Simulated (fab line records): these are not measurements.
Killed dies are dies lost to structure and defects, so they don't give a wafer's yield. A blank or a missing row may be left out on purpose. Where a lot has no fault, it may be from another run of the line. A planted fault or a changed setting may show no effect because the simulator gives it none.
The tool behind it: which one?	flow sky130	36 wafers from 12 lots sampled at 5 of the route's 708 steps

WHAT THE GAUGES SHOWED, per wafer
SKY_VIA4_OVL_MEAS_11.
lot	measured	on	VIA4_OVL (nm)
L755	day 43 09:23	overlay-02	2.1 0.1 0.6
L756	day 43 20:36	overlay-01	-0.6 0.2 0.3
L757	day 44 05:35	overlay-01	-0.5 0.3 1.6
L758	day 44 13:59	overlay-01	-0.8 0.5 -0.7
L759	day 44 15:26	overlay-02	-0.4 2.8 1.5
L760	day 44 22:23	overlay-01	0.9 1.8 3.1
L764	day 45 13:30	overlay-01	0.7 1.9 0.5
L768	day 46 08:55	overlay-02	0.1 1.6 -0.1
L769	day 46 14:32	overlay-01	0.3 -0.1 0.5
L770	day 46 20:41	overlay-01	0.8 0.2 0.3
L771	day 46 23:59	overlay-02	-2.2 -0.7 -0.6
L775	day 48 05:41	overlay-01	-0.4 -0.8 0.5

SKY_PASSIVATION_THK_MEAS_01.
lot	measured	on	PASSIVATION_CVD_00_THK (nm)
L755	day 44 09:50	film_metro-02	91.2 92.0 94.5
L756	day 44 21:02	film_metro-02	89.8 89.3 91.2
L757	day 45 06:12	film_metro-03	91.1 90.5 91.0
L758	day 45 14:04	film_metro-04	89.1 90.6 90.9
L759	day 45 15:07	film_metro-02	90.4 92.9 91.6
L760	day 45 22:27	film_metro-02	87.7 89.8 89.5
L764	day 46 13:01	film_metro-02	93.0 91.6 91.1
L768	day 47 07:00	film_metro-02	88.5 134.5 88.6
L769	day 47 12:19	film_metro-04	91.0 91.3 140.4
L770	day 47 19:17	film_metro-02	90.7 88.9 90.6
L771	day 47 22:07	film_metro-04	90.8 89.3 138.9
L775	day 49 02:43	film_metro-03	88.2 89.5 90.6

WHICH TOOL RAN EACH LOT (tool, then ch and the chambers of the sampled wafers, then the start)
lot	SKY_VIA3_CMP_24	SKY_METAL4_SPUTTER_02	SKY_PASSIVATION_CVD_00
L755	cmp-01 ch 1,2,3, day 40 08:17	pvd_sputter-02, day 40 08:32	pecvd-03 ch 1,2, day 44 09:48
L756	cmp-02 ch 0,1,3, day 40 19:23	pvd_sputter-02, day 40 19:38	pecvd-02 ch 0,1, day 44 21:00
L757	cmp-01 ch 1,2, day 41 05:52	pvd_sputter-04, day 41 06:13	pecvd-02 ch 0,1, day 45 06:10
L758	cmp-01 ch 0,1,2, day 41 15:00	pvd_sputter-04, day 41 15:14	pecvd-02 ch 0,2, day 45 14:02
L759	cmp-02 ch 1,2,3, day 41 16:24	pvd_sputter-03, day 41 16:44	pecvd-02 ch 1,2, day 45 15:06
L760	cmp-02 ch 2,3, day 41 23:50	pvd_sputter-03, day 42 00:11	pecvd-01 ch 0,2, day 45 22:25
L764	cmp-01 ch 0,2,3, day 42 16:13	pvd_sputter-02, day 42 16:25	pecvd-03 ch 0,1,2, day 46 12:58
L768	cmp-01 ch 1,2,3, day 43 13:15	pvd_sputter-02, day 43 13:36	pecvd-03 ch 0,1,2, day 47 06:59
L769	cmp-02 ch 0,1,3, day 43 18:53	pvd_sputter-04, day 43 19:11	pecvd-03 ch 0,2, day 47 12:17
L770	cmp-01 ch 0,2,3, day 44 00:39	pvd_sputter-04, day 44 00:54	pecvd-02 ch 0,2, day 47 19:15
L771	cmp-02 ch 0,1, day 44 05:13	pvd_sputter-04, day 44 05:34	pecvd-03 ch 0,1, day 47 22:06
L775	cmp-01 ch 0,1,3, day 45 13:37	pvd_sputter-02, day 45 13:58	pecvd-01 ch 0,1, day 49 02:41
- SKY_VIA3_CMP_24: polishes, stops on SiO2, t overpolish 20 s, target thk 0 nm.
- SKY_METAL4_SPUTTER_02: material AlCu, target thk 735 nm, time 39.1 s.
- SKY_PASSIVATION_CVD_00: deposits SiO2, target thk 90 nm.

WHAT THE TOOLS THEMSELVES READ (means of the sampled wafers that have a number; where no wafer has one, the mark that the record gives instead)
SKY_VIA3_CMP_24.
lot	tool	head_pressure_psi (psi)	motor_current_A (A)	overpolish_run_s (s)	time_to_endpoint_s (s)
L755	cmp-01	3.506	10.5	20.003	99
L756	cmp-02	3.505	11.6	19.993	90
L757	cmp-01	3.502	10.4	20.004	100
L758	cmp-01	3.498	10.0	20.010	95
L759	cmp-02	3.507	12.0	19.991	90
L760	cmp-02	3.503	12.2	19.999	93
L764	cmp-01	3.502	9.9	19.993	93
L768	cmp-01	3.505	10.3	20.001	103
L769	cmp-02	3.503	11.0	19.996	93
L770	cmp-01	3.504	10.2	20.005	95
L771	cmp-02	3.490	10.8	19.996	91
L775	cmp-01	3.510	10.5	20.005	93

SKY_METAL4_SPUTTER_02.
lot	tool	throttle_valve_pct (%)
L755	pvd_sputter-02	30.7
L756	pvd_sputter-02	30.6
L757	pvd_sputter-04	29.1
L758	pvd_sputter-04	29.0
L759	pvd_sputter-03	28.8
L760	pvd_sputter-03	29.3
L764	pvd_sputter-02	31.8
L768	pvd_sputter-02	31.4
L769	pvd_sputter-04	28.9
L770	pvd_sputter-04	30.0
L771	pvd_sputter-04	29.0
L775	pvd_sputter-02	32.0

SKY_PASSIVATION_CVD_00.
lot	tool	heater_power_w (W)
L755	pecvd-03	649
L756	pecvd-02	723
L757	pecvd-02	663
L758	pecvd-02	824
L759	pecvd-02	640
L760	pecvd-01	669
L764	pecvd-03	679
L768	pecvd-03	687
L769	pecvd-03	548
L770	pecvd-02	737
L771	pecvd-03	656
L775	pecvd-01	715

THE ANSWER, worked out from the rows above alone
Rule: what is usual is taken from the lots themselves. The widest of any qualifying gaps counts: lots, ordered by their means at a reading, are off when they make up no more than a third of the lots, leave a main group of 4 or more, and stand apart from it by 3 or more times the standard deviation of that group's means. The tables above print the reading to a certain number of digits; a main group whose means all agree to those digits is not used. Also off: a lot with no number at a reading for which 4 or more lots have one. All remaining lots with rows at the step are treated as sound. The gauges are gone through in route order, then the tools' own readings, and for those a lot's mean is taken as printed above. The first step at which some lot is off is used, and at that step the reading that is off furthest; a lot without a number counts as furthest.
Off: L768, L769, L771, at SKY_PASSIVATION_THK_MEAS_01 (PASSIVATION_CVD_00_THK). Main group: mean 90.6 nm, sd 1.1.
If a tool, at a process step before that reading, ran all the lots that are off and no sound lot after the first of them, it fits. Gauges at SKY_PASSIVATION_THK_MEAS_01: tried the same way as those tools. One fits: pecvd-03 at SKY_PASSIVATION_CVD_00. A fault onset in the window from L764 (day 46 12:58, its last sound lot) to L768 (day 47 06:59, its first lot off) fits.

WHAT THE SIMULATOR HAD INSERTED
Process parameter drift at SKY_PASSIVATION_CVD_00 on pecvd-03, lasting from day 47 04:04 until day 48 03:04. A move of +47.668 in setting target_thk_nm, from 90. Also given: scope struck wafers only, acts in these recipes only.
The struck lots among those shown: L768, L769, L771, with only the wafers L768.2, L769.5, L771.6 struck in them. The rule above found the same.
